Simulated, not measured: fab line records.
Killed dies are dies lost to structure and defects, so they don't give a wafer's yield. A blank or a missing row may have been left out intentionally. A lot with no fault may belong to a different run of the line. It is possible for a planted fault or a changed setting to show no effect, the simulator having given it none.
The same fault as seen by 2 desks || flow sky130 || each desk holds nothing but its own numbers, with what lay behind them at the end

== FROM THE METROLOGY DESK ==
Lot by lot, what the gauges showed, no matter which tool ran the lot: averages of those sampled wafers that carry a number. Any lot whose mean is over 4 standard deviations away from the usual mean is out of limits and marked OUT; that distance is given in the brackets.
Columns: A = LDD_N_TW at SKY_LDD_N_TW_MEAS_17, usual 2584; B = LDD_HVN_TW at SKY_LDD_HVN_TW_MEAS_10, usual 1432; C = POLY_CUT_OVL at SKY_POLY_CUT_OVL_MEAS_09, usual 3 nm
{"lot": "L335", "first seen here": "day 18 05:29", "A": 2571, "B": 1432, "C": 6}
{"lot": "L336", "first seen here": "day 18 07:29", "A": 2598, "B": 1431, "C": 3}
{"lot": "L338", "first seen here": "day 18 20:02", "A": 2589, "B": 1433, "C": 3}
{"lot": "L340", "first seen here": "day 19 19:08", "A": 2578, "B": 1427, "C": -5}
{"lot": "L341", "first seen here": "day 20 03:02", "A": 2574, "B": 1443, "C": 1}
{"lot": "L342", "first seen here": "day 20 12:25", "A": 2588, "B": 1423, "C": 3}
{"lot": "L343", "first seen here": "day 20 13:11", "A": 2594, "B": 1426, "C": -6}
{"lot": "L344", "first seen here": "day 21 04:05", "A": 2566, "B": 1433, "C": 4}
{"lot": "L345", "first seen here": "day 22 00:28", "A": 2579, "B": 1422, "C": 5}
{"lot": "L347", "first seen here": "day 22 20:29", "A": 2582, "B": 1445, "C": 7}
{"lot": "L348", "first seen here": "day 22 23:18", "A": 2580, "B": 1444, "C": 8}
{"lot": "L349", "first seen here": "day 23 10:19", "A": 2596, "B": 1422, "C": 4}
{"lot": "L350", "first seen here": "day 23 12:37", "A": 2599, "B": 1415, "C": 8}
{"lot": "L351", "first seen here": "day 23 22:57", "A": 2590, "B": 1419, "C": 2}
{"lot": "L356", "first seen here": "day 25 09:44", "A": 2589, "B": 1449, "C": 10}
This desk's finding: nothing out of limits on any of the 15 lots.

== TOOL OWNER'S DESK, rie-diel-02 ==
The tool's own readings at SKY_SPACER_ETCHBACK_02 (etches Si3N4 in CH3F/O2, stops on SiO2, time 46.7 s, target depth 45 nm): means of the sampled wafers that have a number, for each lot that ran on this tool. Any lot whose mean is over 4 standard deviations away from the usual mean is out of limits and marked OUT; that distance is given in the brackets.
Columns: A = drypump-motor-current-A at SKY_SPACER_ETCHBACK_02, usual 5.75 A; B = oes-product-au at SKY_SPACER_ETCHBACK_02, usual 0.855 a.u.; C = throttle-valve-pct at SKY_SPACER_ETCHBACK_02, usual 10.562 %
{"lot": "L336", "first seen here": "day 23 11:37", "A": 5.76, "B": 0.862, "C": 10.570}
{"lot": "L340", "first seen here": "day 24 22:59", "A": 5.84, "B": 0.849, "C": 10.554}
{"lot": "L344", "first seen here": "day 26 09:07", "A": 5.72, "B": 0.861, "C": 10.562}
{"lot": "L345", "first seen here": "day 27 01:06", "A": 5.71, "B": 0.846, "C": 10.554}
{"lot": "L348", "first seen here": "day 28 00:08", "A": 5.69, "B": 0.849, "C": 10.562}
{"lot": "L349", "first seen here": "day 28 10:30", "A": 5.83, "B": 0.850, "C": 10.559}
{"lot": "L351", "first seen here": "day 28 21:58", "A": 5.75, "B": 0.861, "C": 10.553}
This desk's finding: nothing out of limits on any of the 7 lots.

== ALL TOGETHER ==
From the metrology desk's view, nothing was out of limits.
The tool owner's desk saw nothing out of limits.

== WHAT HAD BEEN PUT IN BY THE SIMULATOR ==
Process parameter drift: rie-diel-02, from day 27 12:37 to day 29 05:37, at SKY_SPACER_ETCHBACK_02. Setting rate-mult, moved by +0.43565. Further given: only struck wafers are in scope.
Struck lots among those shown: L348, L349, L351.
